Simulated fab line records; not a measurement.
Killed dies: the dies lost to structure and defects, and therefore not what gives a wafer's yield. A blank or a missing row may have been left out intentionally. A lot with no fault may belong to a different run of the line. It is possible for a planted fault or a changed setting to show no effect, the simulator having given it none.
Comparing a struck lot with a sound one -- flow sky130 -- 15 out of 708 route steps
Sound: wafers L504.4, L504.5, L504.6. Struck: wafer L513.1. (L513.4, L513.6 of the same lot were not struck and are left out.) The cause comes at the end.
Order at every step that has rows: each side's tool, ch and its chambers, its first start. Under that, the readings that differ: sound wafers -- struck wafers -- difference of the means -- sigmas: that difference in standard deviations of wafers without a fault.
alike: a reading whose means differ by less than 2 such deviations, as well as words and numbers matching on both sides. not compared: withheld readings; readings where some wafer has no value; bounds like >300 that might hide an equal value; numbers whose values overlap and for which the record gives no deviation.
Wherever a step has rows on one side only, a row that says differs or no value, or a row with sigmas, the two part there. Non-overlapping numbers with no deviation appear without sigmas and do not part them. A reading that every wafer of one side lacks parts them only if that side has two wafers or more.

first, 8 steps without rows for these wafers: SKY_FIELD_ISO_DEHYDRATE_05 (time 60 s); SKY_FIELD_ISO_HMDS_06 (prime time 57.2 s); SKY_FIELD_ISO_COAT_07 (resist thk 60 nm); SKY_FIELD_ISO_COAT_08 (resist thk 450 nm); SKY_FIELD_ISO_SOFTBAKE_09 (time 90 s); SKY_FIELD_ISO_EXPOSE_10 (exposes mask FOM, target cd 150 nm); SKY_FIELD_ISO_PEB_11; SKY_FIELD_ISO_DEVELOP_12 (develop time 60 s).
SKY_FIELD_ISO_CD_MEAS_13: the cd target is 150 nm.
  sound on cd-sem-01 at day 3 11:55; struck on cd-sem-01 at day 5 06:19
  alike: cd-nm
SKY_FIELD_ISO_ETCH_14: etches BARC in N2/H2, stops on SiO2, time 45.9 s, target depth 60 nm.
  sound on rie-diel-03 ch 2,3, day 3 11:59; struck on rie-diel-02 ch 0, day 5 06:26
  alike: chamber-pressure-mTorr, drypump-motor-current-A, oes-product-au, throttle-valve-pct
  not compared: rf-hours-counter-h
SKY_FIELD_ISO_ETCH_15: etches the open film in CHF3/O2, stops on Si, target depth 180 nm, time 72 s.
  sound on rie-diel-03 ch 2,3, day 3 12:01; struck on rie-diel-02 ch 0, day 5 06:29
reading,sound,struck,difference,sigmas
oes-product-au (a.u.),0.942 0.942 0.945,0.960,+0.017,+3
  alike: chamber-pressure-mTorr, drypump-motor-current-A, throttle-valve-pct
  not compared: rf-hours-counter-h
SKY_FIELD_ISO_STRIP_16: strips in O2/N2.
  sound on plasma-asher-03 ch 0,1, day 3 12:07; struck on plasma-asher-03 ch 0, day 5 06:32
reading,sound,struck,difference,sigmas
rf-hours-counter-h (h),- - -,29,no value on the sound wafers,
  alike: chamber-pressure-mTorr, drypump-motor-current-A, oes-product-au, strip-time-to-endpoint-s
SKY_FIELD_ISO_ETCH_17: etches Si in HBr/Cl2/O2, target depth 342 nm, time 97.7 s.
  sound on rie-si-01 ch 1,2, day 3 12:10; struck on rie-si-02 ch 0, day 5 06:38
reading,sound,struck,difference,sigmas
oes-product-au (a.u.),1.006 1.001 0.983,1.085,+0.088,+7
throttle-valve-pct (%),25.666 25.668 25.647,25.604,-0.056,-5
model.etch.depth-nm (nm),344.3 342.5 331.3,385.9,+46.5,
model.FIELD_ISO.feature-depth-nm (nm),344.3 342.5 331.3,385.9,+46.5,
  alike: chamber-pressure-mTorr, drypump-motor-current-A, mfc-cl2-sccm
  not compared: rf-hours-counter-h
then, 1 step without rows for these wafers: SKY_FIELD_ISO_WET_ETCH_18 (etches Si3N4 in H3PO4, target depth 25 nm, time 286 s).
-- the record jumps here: 44 days lie between the struck wafers' starts before and after (it left off in module FIELD_ISO and takes up again in module PAD_OPEN, whose first step shown is number 708 of the route) --
SKY_PAD_OPEN_PROBE_99:
  sound on prober-01 at day 48 08:07; struck on prober-02 at day 49 08:16
reading,sound,struck,difference,sigmas
model.etest.res_p_drift_20v.line-ohm-um,1.18e+04 1.183e+04 1.11e+04,1.789e+04,+6.313e+03,
model.etest.res_p_drift_20v.rs-ohm-sq,9778 9808 9272,1.503e+04,+5.411e+03,
model.etest.pfet_16v.r-on-ohm-um,1.508e+04 1.505e+04 1.47e+04,1.954e+04,+4.597e+03,
model.etest.res-iso-pwell.rs-ohm-sq,3002 3026 2816,5566,+2618,
model.etest.res-iso-pwell.line-ohm-um,1141 1143 1058,2128,+1014,
model.etest.nfet_16v.r-on-ohm-um,1.417e+04 1.417e+04 1.409e+04,1.442e+04,+2.767e+02,
model.etest.res-nwell.rs-ohm-sq,938.1 940.6 907.6,1254,+325,
model.etest.res-nwell.line-ohm-um,1124 1126 1092,1444,+330,
  alike: killed_at_M0_to_M3, killed_at_M4_up, killed-at-contacts, killed-at-front-end, killed-at-other, killed-dies, killed-on-rim, killed-open, killed-short

## WHERE THEY PART
Last at SKY_FIELD_ISO_ETCH_17 as far as this record goes, first at SKY_FIELD_ISO_ETCH_15. Later steps at which nothing parts them and some readings are alike: SKY_PAD_OPEN_PROBE_99.

WHY: what the simulator had put in
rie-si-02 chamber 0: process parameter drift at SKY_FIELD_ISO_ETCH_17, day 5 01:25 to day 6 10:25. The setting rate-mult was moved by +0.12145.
